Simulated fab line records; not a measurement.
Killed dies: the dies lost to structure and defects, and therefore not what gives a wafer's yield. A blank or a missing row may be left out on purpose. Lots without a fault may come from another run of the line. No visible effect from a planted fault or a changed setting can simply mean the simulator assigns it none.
fab line records ; flow sky130
[record] lots = 15; wafers = 43; last_day = 50
route steps=708 shown PWDE@53
lots untouched by any fault: they come from a run of this same line in which no faults occurred
start_h: the number of hours between the record's first day and the start of the first shown wafer of the lot ; wait_h: hours elapsed since this lot's preceding step ; " unchanged from the row above ; L1.1+2: a single row standing in for several wafers ; - value missing, or start not given ; * or withheld: withheld ; < > ~ a bound
route shown NAME@n: names a module that has steps shown in the file, with the first one's number in the route ; usual: the fault-free wafers' mean and standard deviation ; same: alike in all rows ; chamber/n: place in a boat ; sites: the reading at each site ; _std_site: standard deviation of those values ; _edge_site: inner sites' mean taken away from outer sites' mean ; radius_mm: for every site, how far away it sits from the centre of the wafer ; mask NAME#n: copy n ; behind: the last tool/chamber to shape the wafer ; hold: cause of the lot's hold/its duration in hours/its outcome ; device: the transistor (n, p or np) that didn't switch ; end of line: the tests these same wafers got at the end of their route ; where a step has no rows: the recipe by itself ; killed: dies lost to structure and defects at the first sort, not the wafer's yield ; map: dies across one wafer; x = killed, . = not, _ = none there
set.NAME: the setting the step ran with; set.NAME@STEP: the setting that earlier step ran with ; model.NAME: the simulator's own value behind a step, which no gauge read
a sample of lots followed through the steps of the route, with each step as a table and each wafer as a row
services: a tool's chamber out of use, with start hour (start_h, from the record's first day; less than 0 if before it), hours out, and reason
[[steps]]
[step SKY_PWDE_IMPLANT_08]
[recipe] species = B; energy_kev = 150; dose_cm2 = 3.6e+12; tilt_deg = withheld
[usual] beam_on_s = 9.99/0.21; faraday_current_uA = 20.3/0.41
lot.wafer;tool;chamber;start_h;wait_h;beam_on_s;faraday_current_uA
L725.2;implanter-01;0;67.01;0.0;10.15;20.0
L725.3;implanter-01;0;67.01;0.0;10.18;20.0
L725.6;implanter-01;0;67.01;0.0;10.03;20.2
L726.1;implanter-01;0;73.12;0.0;10.15;20.0
L726.5;implanter-01;0;73.12;0.0;10.14;19.9
L726.6;implanter-01;0;73.12;0.0;10.26;19.7
L727.3;implanter-03;0;80.68;0.1;9.41;21.5
L727.4;implanter-03;0;80.68;0.1;9.86;20.5
L727.5;implanter-03;0;80.68;0.1;10.18;19.8
L730.1;implanter-02;0;93.92;0.0;9.78;20.7
L730.2;implanter-02;0;93.92;0.0;10.09;20.1
L730.3;implanter-02;0;93.92;0.0;9.98;20.3
L731.1;implanter-01;0;109.28;0.0;9.76;20.8
L731.3;implanter-01;0;109.28;0.0;10.11;20.2
L731.6;implanter-01;0;109.28;0.0;9.88;20.5
L732.1;implanter-02;0;123.52;0.0;9.92;20.4
L732.3;implanter-02;0;123.52;0.0;9.63;21.0
L732.5;implanter-02;0;123.52;0.0;9.96;20.4
L734.1;implanter-03;0;130.84;0.0;9.99;20.3
L734.5;implanter-03;0;130.84;0.0;9.66;21.0
L734.6;implanter-03;0;130.84;0.0;9.94;20.4
L735.1;implanter-03;0;132.92;0.0;9.85;20.5
L735.2;implanter-03;0;132.92;0.0;9.71;20.8
L735.6;implanter-03;0;132.92;0.0;10.24;19.8
L736.1;implanter-03;0;138.72;0.0;10.04;20.3
L736.3;implanter-03;0;138.72;0.0;10.20;19.9
L736.5;implanter-03;0;138.72;0.0;10.13;20.0
L737.1;implanter-02;0;140.54;0.0;10.11;20.1
L737.2;implanter-02;0;140.54;0.0;10.18;19.9
L737.6;implanter-02;0;140.54;0.0;10.38;19.5
L739.3;implanter-01;0;151.52;0.1;9.84;20.6
L739.4;implanter-01;0;151.52;0.1;9.94;20.5
L739.6;implanter-01;0;151.52;0.1;10.00;20.2
L744.2;implanter-02;0;175.32;0.0;13.51;15.0
L744.3;implanter-02;0;175.32;0.0;13.47;15.0
L746.2;implanter-02;0;188.62;0.0;13.30;15.2
L746.3;implanter-02;0;188.62;0.0;13.50;15.0
L746.6;implanter-02;0;188.62;0.0;9.82;20.6
L747.3;implanter-02;0;191.08;0.1;13.39;15.2
L747.5;implanter-02;0;191.08;0.1;9.87;20.5
L748.1;implanter-03;0;194.79;0.0;9.83;20.7
L748.4;implanter-03;0;194.79;0.0;9.79;20.8
L748.6;implanter-03;0;194.79;0.0;9.96;20.3
[step SKY_PWDE_TW_MEAS_10]
[usual] PWDE_TW = 376/3.1
lot.wafer;tool;chamber;start_h;wait_h;PWDE_TW
L725.2;film_metro-02;-;67.24;0.1;370
L725.3;film_metro-02;-;67.24;0.1;370
L725.6;film_metro-02;-;67.24;0.1;370
L726.1;film_metro-04;-;73.37;0.1;376
L726.5;film_metro-04;-;73.37;0.1;377
L726.6;film_metro-04;-;73.37;0.1;379
L727.3;film_metro-03;-;80.90;0.1;376
L727.4;film_metro-03;-;80.90;0.1;376
L727.5;film_metro-03;-;80.90;0.1;376
L730.1;film_metro-02;-;94.17;0.1;369
L730.2;film_metro-02;-;94.17;0.1;369
L730.3;film_metro-02;-;94.17;0.1;370
L731.1;film_metro-02;-;109.53;0.1;371
L731.3;film_metro-02;-;109.53;0.1;371
L731.6;film_metro-02;-;109.53;0.1;372
L732.1;film_metro-02;-;123.77;0.1;374
L732.3;film_metro-02;-;123.77;0.1;372
L732.5;film_metro-02;-;123.77;0.1;375
L734.1;film_metro-04;-;131.09;0.1;380
L734.5;film_metro-04;-;131.09;0.1;380
L734.6;film_metro-04;-;131.09;0.1;379
L735.1;film_metro-03;-;133.17;0.1;375
L735.2;film_metro-03;-;133.17;0.1;377
L735.6;film_metro-03;-;133.17;0.1;373
L736.1;film_metro-03;-;138.97;0.1;375
L736.3;film_metro-03;-;138.97;0.1;375
L736.5;film_metro-03;-;138.97;0.1;375
L737.1;film_metro-04;-;140.79;0.1;378
L737.2;film_metro-04;-;140.79;0.1;380
L737.6;film_metro-04;-;140.79;0.1;379
L739.3;film_metro-03;-;151.74;0.1;380
L739.4;film_metro-03;-;151.74;0.1;379
L739.6;film_metro-03;-;151.74;0.1;378
L744.2;film_metro-02;-;175.55;0.1;409
L744.3;film_metro-02;-;175.55;0.1;409
L746.2;film_metro-03;-;188.85;0.1;415
L746.3;film_metro-03;-;188.85;0.1;415
L746.6;film_metro-03;-;188.85;0.1;375
L747.3;film_metro-04;-;191.30;0.1;416
L747.5;film_metro-04;-;191.30;0.1;377
L748.1;film_metro-04;-;195.04;0.1;379
L748.4;film_metro-04;-;195.04;0.1;378
L748.6;film_metro-04;-;195.04;0.1;378
[step SKY_NWELL_RS_MEAS_31]
[recipe] thk_meas_gauge = four-point-probe
[usual] PWDE_RS = 5279/23
lot.wafer;tool;chamber;start_h;wait_h;PWDE_RS[ohm/sq]
L725.2;film_metro-03;-;99.39;0.1;5292
L725.3;film_metro-03;-;99.39;0.1;5292
L725.6;film_metro-03;-;99.39;0.1;5289
L726.1;film_metro-02;-;105.26;0.1;5282
L726.5;film_metro-02;-;105.26;0.1;5264
L726.6;film_metro-02;-;105.26;0.1;5269
L727.3;film_metro-03;-;114.37;0.1;5246
L727.4;film_metro-03;-;114.37;0.1;5250
L727.5;film_metro-03;-;114.37;0.1;5252
L730.1;film_metro-02;-;130.90;0.1;5244
L730.2;film_metro-02;-;130.90;0.1;5248
L730.3;film_metro-02;-;130.90;0.1;5244
L731.1;film_metro-04;-;147.37;0.1;5314
L731.3;film_metro-04;-;147.37;0.1;5288
L731.6;film_metro-04;-;147.37;0.1;5297
L732.1;film_metro-02;-;162.21;0.1;5287
L732.3;film_metro-02;-;162.21;0.1;5271
L732.5;film_metro-02;-;162.21;0.1;5276
L734.1;film_metro-03;-;170.25;0.1;5253
L734.5;film_metro-03;-;170.25;0.1;5271
L734.6;film_metro-03;-;170.25;0.1;5286
L735.1;film_metro-02;-;173.04;0.1;5279
L735.2;film_metro-02;-;173.04;0.1;5257
L735.6;film_metro-02;-;173.04;0.1;5263
L736.1;film_metro-02;-;177.74;0.1;5283
L736.3;film_metro-02;-;177.74;0.1;5291
L736.5;film_metro-02;-;177.74;0.1;5289
L737.1;film_metro-04;-;180.94;0.1;5306
L737.2;film_metro-04;-;180.94;0.1;5288
L737.6;film_metro-04;-;180.94;0.1;5300
L739.3;film_metro-03;-;192.86;0.1;5250
L739.4;film_metro-03;-;192.86;0.1;5237
L739.6;film_metro-03;-;192.86;0.1;5247
L744.2;film_metro-04;-;218.03;0.1;4163
L744.3;film_metro-04;-;218.03;0.1;4152
L746.2;film_metro-03;-;232.31;0.1;4174
L746.3;film_metro-03;-;232.31;0.1;4172
L746.6;film_metro-03;-;232.31;0.1;5315
L747.3;film_metro-03;-;237.11;0.1;4179
L747.5;film_metro-03;-;237.11;0.1;5310
L748.1;film_metro-03;-;240.94;0.1;5269
L748.4;film_metro-03;-;240.94;0.1;5267
L748.6;film_metro-03;-;240.94;0.1;5244
[[services]]
tool;chamber;start_h;hours;kind
implanter-01;-;51.03;2.4;pm
implanter-03;-;65.29;4.8;pm
implanter-03;-;85.56;5.9;repair
implanter-03;-;103.75;2.3;repair
implanter-03;-;167.61;2.5;repair
[[key]]
[first_sign] step = SKY_PWDE_IMPLANT_08; reading = beam_on_s; direction = up; sigmas = 17; usual = 9.99; struck = 13.43
[effect] step = SKY_PWDE_IMPLANT_08; reading = faraday_current_uA; direction = down; sigmas = 13; usual = 20.3; struck = 15.1
[effect] step = SKY_PWDE_TW_MEAS_10; reading = PWDE_TW; direction = up; sigmas = 12; usual = 376; struck = 413
[effect] step = SKY_NWELL_RS_MEAS_31; reading = PWDE_RS; direction = down; sigmas = 48; usual = 5279; struck = 4168
met_at SKY_PWDE_IMPLANT_08
struck_lots L744,L746,L747
struck_wafers L744.2,L744.3,L746.2,L746.3,L747.3
sort_left_out L744.2,L744.3
tester_left_out L744,L746,L747
onset_between 140.54 175.32
[fault] kind = process_parameter_drift; tool = implanter-02; chamber = -; onset_h = 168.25; steps = SKY_PWDE_IMPLANT_08; channel = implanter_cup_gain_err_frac; offset = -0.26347; shape = step; end_h = 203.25; scope = struck_wafers_only
// tester_left_out: of these lots the tester's yield and bins aren't shown, on N5 and GAA mostly nor the transistor test; their killed dies are dies lost to structure and defects alone, not to doping, threshold or leakage, so they don't give the yield
// sort_left_out: the simulated sort isn't trusted on such a fault, so these wafers' sort isn't shown, and their yield isn't known
